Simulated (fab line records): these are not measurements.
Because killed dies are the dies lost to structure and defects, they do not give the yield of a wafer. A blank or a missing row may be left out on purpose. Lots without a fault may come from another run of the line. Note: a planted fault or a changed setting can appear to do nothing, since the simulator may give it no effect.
Shared-tool check | flow gf180mcu | 13 lots, 39 wafers sampled

WHAT PROMPTED THE OPENING
3 of 13 lots carry a flag on the reading NWELL_TW at GF_NWELL_TW_MEAS_11. Wafers without a fault read 1580, standard deviation 12.
Rule: flag the lot when none of its wafers has a number, or when each of its wafers that has one lies beyond 4 standard deviations from that mean. All remaining lots are regarded as sound.

lot  | measured    | on           | NWELL_TW, wafer by wafer | flag
L493 | day 3 08:17 | filmMetro-03 | 1581 1579 1582           | 
L494 | day 3 12:29 | filmMetro-02 | 1566 1572 1574           | 
L496 | day 4 03:11 | filmMetro-04 | 1607 1601 1592           | 
L497 | day 4 06:14 | filmMetro-02 | 1580 1583 1580           | 
L498 | day 4 13:37 | filmMetro-04 | 1598 1592 1591           | 
L499 | day 4 19:23 | filmMetro-04 | 1411 1410 1410           | FLAGGED
L500 | day 4 21:32 | filmMetro-04 | 1418 1404 1411           | FLAGGED
L501 | day 5 05:24 | filmMetro-04 | 1393 1401 1404           | FLAGGED
L506 | day 6 07:53 | filmMetro-03 | 1574 1576 1567           | 
L508 | day 6 18:47 | filmMetro-03 | 1573 1575 1576           | 
L509 | day 6 23:11 | filmMetro-03 | 1567 1578 1568           | 
L513 | day 7 22:35 | filmMetro-04 | 1594 1591 1605           | 
L516 | day 8 12:56 | filmMetro-03 | 1559 1560 1561           | 
The mean of the flagged lots' numbers is 1407, -173 from the usual (-14 standard deviations).

WHICH TOOL RAN EACH LOT
The record holds 1 process step before the reading, out of a route of 602 steps. Every cell lists first the tool, next ch and the chambers used by the sampled wafers, and last the start.
lot  | flag    | GF_NWELL_IMPLANT_08
L493 |         | implanter-02 ch 0, day 3 07:53
L494 |         | implanter-02 ch 0, day 3 12:05
L496 |         | implanter-03 ch 0, day 4 02:48
L497 |         | implanter-03 ch 0, day 4 05:50
L498 |         | implanter-02 ch 0, day 4 13:13
L499 | FLAGGED | implanter-03 ch 0, day 4 18:59
L500 | FLAGGED | implanter-03 ch 0, day 4 21:08
L501 | FLAGGED | implanter-03 ch 0, day 5 03:14
L506 |         | implanter-04 ch 0, day 6 07:29
L508 |         | implanter-04 ch 0, day 6 18:23
L509 |         | implanter-04 ch 0, day 6 22:47
L513 |         | implanter-02 ch 0, day 7 22:12
L516 |         | implanter-03 ch 0, day 8 12:33
What is done by these steps:
- GF_NWELL_IMPLANT_08
- GF_NWELL_TW_MEAS_11

FLAGGED AGAINST TOTAL, ONE TOOL AT A TIME (gauges that did the reading follow at the end)
step                | tool         | lots run | flagged | share of the flagged lots | sound lots run after its first flagged lot
GF_NWELL_IMPLANT_08 | implanter-02 | 4        | 0       | none                      | -
GF_NWELL_IMPLANT_08 | implanter-03 | 6        | 3       | all                       | 1 (L516)
GF_NWELL_IMPLANT_08 | implanter-04 | 3        | 0       | none                      | -
GF_NWELL_TW_MEAS_11 | filmMetro-02 | 2        | 0       | none                      | -
GF_NWELL_TW_MEAS_11 | filmMetro-03 | 5        | 0       | none                      | -
GF_NWELL_TW_MEAS_11 | filmMetro-04 | 6        | 3       | all                       | 1 (L513)

WHAT THE TABLE PERMITS
2 rows of the table ran every flagged lot: implanter-03 at GF_NWELL_IMPLANT_08, filmMetro-04 at GF_NWELL_TW_MEAS_11.
- implanter-03 at GF_NWELL_IMPLANT_08 ran 6 lots, 3 of them flagged. Lots that were sound ran on it after the first flagged one (L516); a persistent fault on the entire tool would not allow that. Its own readings (doseIonsCm2, faradayCurrentUA) fall more than 4 standard deviations out on all wafers of the flagged lots.
- filmMetro-04 at GF_NWELL_TW_MEAS_11 ran 6 lots, 3 of them flagged. Lots that were sound ran on it after the first flagged one (L513); a persistent fault on the entire tool would not allow that.
Not one row of the table ran every flagged lot while running no sound lot after the first.

WHAT HAD BEEN PUT IN BY THE SIMULATOR
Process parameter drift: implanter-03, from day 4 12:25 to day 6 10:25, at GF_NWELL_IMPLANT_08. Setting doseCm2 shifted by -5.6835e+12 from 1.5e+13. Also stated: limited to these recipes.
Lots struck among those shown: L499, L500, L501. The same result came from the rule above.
